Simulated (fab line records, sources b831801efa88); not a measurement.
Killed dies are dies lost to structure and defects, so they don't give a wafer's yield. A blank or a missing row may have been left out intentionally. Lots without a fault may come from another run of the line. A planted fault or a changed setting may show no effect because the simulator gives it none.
Matching of chambers    flow gf180mcu    pecvd-01 running GF_V4_CVD_02: 3 sister chambers
The step deposits SiO2 from TEOS, target thk 850 nm, time 94.851 s. 3 wafers are shown with their chamber, then 7 later ones without.

WAFERS, EACH WITH ITS CHAMBER
wafer   chamber  heater_power_outer_w (W)
L751.5  0        465
L756.2  1        399
L756.3  2        292

WAFERS WHOSE CHAMBER IS MISSING
wafer   heater_power_outer_w (W)
L756.5  438
L757.2  448
L757.4  477
L757.5  291
L760.1  289
L760.5  300
L760.6  494

CHAMBER TAKEN BY EACH
wafer    from the rows above       in truth
L756.5   can't be placed: 0 or 1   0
L757.2   can't be placed: 0 or 1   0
L757.4   0                         0
L757.5   2                         2
L760.1   2                         2
L760.5   2                         2
L760.6   0                         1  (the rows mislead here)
4 of 7 placed correctly. These rows do not allow placing 2 (true chamber among the candidates in 2). Wrongly placed: 1.
How it was worked out, from the rows above alone: a wafer's distance from a chamber is the root of the sum, over the readings, of the square of ((its reading less the chamber's mean) divided by the reading's scatter). If the next closest chamber is less than 2 further off than the closest, the wafer can't be placed; otherwise it belongs to the closest. Each chamber's mean is taken over the wafers shown for it. The scatter (one wafer shown for each chamber): square how far every hidden wafer sits from the nearest shown wafer, average those squares and take the square root.
